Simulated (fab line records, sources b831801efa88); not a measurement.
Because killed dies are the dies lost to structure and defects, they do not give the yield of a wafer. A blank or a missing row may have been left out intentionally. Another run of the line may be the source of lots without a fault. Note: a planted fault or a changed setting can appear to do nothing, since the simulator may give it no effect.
Matching of chambers    flow gf180mcu    GF_POLY_GATE_ETCH_13 on rie_si-02: 4 sister chambers
The step etches poly-Si in HBr/Cl2, stops on SiO2, target depth 198.5 nm, time 69.6 s. 4 wafers are shown with their chamber, then 7 later ones without.

WAFERS WITH THEIR CHAMBER
wafer   chamber  drypump_motor_current_A (A)
L799.6  2        4.8
L801.4  0        6.1
L805.3  3        5.1
L805.4  1        5.3

WAFERS WITH NO CHAMBER GIVEN
wafer   drypump_motor_current_A (A)
L805.6  5.4
L806.2  6.2
L806.3  5.3
L806.5  5.4
L807.1  5.1
L807.2  6.1
L807.6  6.1

WHICH CHAMBER EACH ONE RAN IN
wafer   from the rows above  in truth
L805.6  1                    1
L806.2  0                    0
L806.3  1                    1
L806.5  1                    1
L807.1  3                    3
L807.2  0                    0
L807.6  0                    0
7 of 7 placed correctly. Left unplaced by these rows: 0. 0 placed wrongly.
How it was worked out, from the rows above alone: a wafer's distance from a chamber is the root of the sum, over the readings, of the square of ((its reading less the chamber's mean) divided by the reading's scatter). The wafer belongs to the nearest chamber; if the next one is less than 2 further off, it can't be placed. A chamber's mean is the mean of its shown wafers. The scatter: with one shown wafer a chamber, the root of the mean of the squares of how far each hidden wafer lies from its nearest shown one.
